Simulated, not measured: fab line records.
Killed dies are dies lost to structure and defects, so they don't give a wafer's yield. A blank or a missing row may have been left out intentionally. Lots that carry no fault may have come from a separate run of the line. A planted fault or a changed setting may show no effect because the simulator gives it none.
Comparing a struck lot with a sound one -- flow sky130 -- 15 steps out of a route of 708
Sound: wafers L325.2, L325.5, L325.6. Struck: wafer L331.1 (L331.2, L331.5, from the same lot, were not struck and are left out); the cause is given at the end.
At each step with rows: each side's tool, then ch and its chambers, then its first start. Under that, the readings that differ: sound wafers -- struck wafers -- difference of the means -- sigmas: that difference in standard deviations of wafers without a fault.
alike: readings with means less than 2 such deviations apart, plus words and numbers identical on both sides. not compared: withheld readings, readings lacking a value on some wafer, bounds such as >300 that could conceal the same value, and numbers that have no deviation in the record and whose values overlap.
The two part at a step that has a row with sigmas, a row that says differs or no value, or rows on one side only. Numbers that don't overlap but have no deviation are shown without sigmas and don't part them. Lack of a reading on every wafer of one side parts them only where that side has two or more wafers.

SKY_CONTACT_ETCH_17: etches SiO2 in C4F8/O2/Ar, stops on Si3N4, target depth 340 nm.
  sound on rieDiel-01 ch 0,3, day 32 21:01; struck on rieDiel-01 ch 1, day 34 21:53
  alike: biasW, oesProductAu
SKY_CONTACT_ETCH_18: etches Si3N4 in CHF3/O2, stops on TiN, time 39 s, target depth 75 nm.
  sound: rieDiel-01 ch 0,3; struck: rieDiel-01 ch 1
reading,sound,struck,difference,sigmas
biasW (W),199.9 199.6 200.5,198.8,-1.2,-2
oesProductAu (a.u.),0.842 0.862 0.871,0.844,-0.014,-2
  alike: drypumpMotorCurrentA, throttleValvePct
  not compared: rfHoursCounterH
SKY_CONTACT_STRIP_19: strips in O2/N2.
  sound on plasmaAsher-03 ch 0,1, day 32 21:06; struck on plasmaAsher-02 ch 0, day 34 21:59
  alike: drypumpMotorCurrentA, oesProductAu, stripTimeToEndpointS
  not compared: rfHoursCounterH
then, 3 steps without rows for these wafers: SKY_CONTACT_STRIP_20 (strips in post etch residue remover, time 1200 s); SKY_CONTACT_CLEAN_21 (cleans in IPA, time 180 s); SKY_CONTACT_CLEAN_22 (cleans in O3/DIW).
SKY_CONTACT_SPUTTER_23: material TiN, target thk 20 nm, time 80 s.
  sound on pvdSputter-01 at day 32 21:44; struck on pvdSputter-02 at day 34 22:37
  alike: cathodeDcPowerW, chamberPressurePa, throttleValvePct
then, 1 step without rows for these wafers: SKY_CONTACT_CVD_24 (deposits W, target thk 340 nm, time 102.12 s).
SKY_CONTACT_RS_MEAS_25: measures by four-point-probe.
  sound on filmMetro-03 at day 32 21:55; struck on filmMetro-04 at day 34 22:47
  alike: CONTACT_W_RS
SKY_CONTACT_THK_MEAS_26: measures by xrf.
  sound on filmMetro-03 at day 32 22:02; struck on filmMetro-04 at day 34 22:54
  alike: CONTACT_W_THK
then, 2 steps without rows for these wafers: SKY_CONTACT_CMP_27 (polishes, stops on SiO2, t overpolish 15 s, target thk 0 nm); SKY_METAL1_SPUTTER_00 (material Ti, target thk 15 nm, time 10 s).
SKY_METAL1_SPUTTER_01: material TiN, target thk 20 nm, time 16.7 s.
  sound on pvdSputter-03 at day 32 22:24; struck on pvdSputter-04 at day 34 23:17
reading,sound,struck,difference,sigmas
cathodeDcPowerW (W),6499.5 6498.5 6499.6,8038.8,+1539.6,+99 or more
model.TiN_of_METAL1_SPUTTER_01.thkNm (nm),20.22 20.19 20.05,24.9,+4.7,
  alike: chamberPressurePa, throttleValvePct
SKY_METAL1_SPUTTER_02: material AlCu, target thk 250 nm, time 13.3 s.
  sound on pvdSputter-03 at day 32 22:25; struck on pvdSputter-04 at day 34 23:19
  alike: cathodeDcPowerW, chamberPressurePa, throttleValvePct
SKY_PAD_OPEN_PROBE_99:
  sound wafers here have rows in the record (prober-02, day 47 03:37); struck ones have none

## WHERE THEY PART
First at SKY_CONTACT_ETCH_18; last, within this record, at SKY_PAD_OPEN_PROBE_99.

WHY: what had been put in by the simulator
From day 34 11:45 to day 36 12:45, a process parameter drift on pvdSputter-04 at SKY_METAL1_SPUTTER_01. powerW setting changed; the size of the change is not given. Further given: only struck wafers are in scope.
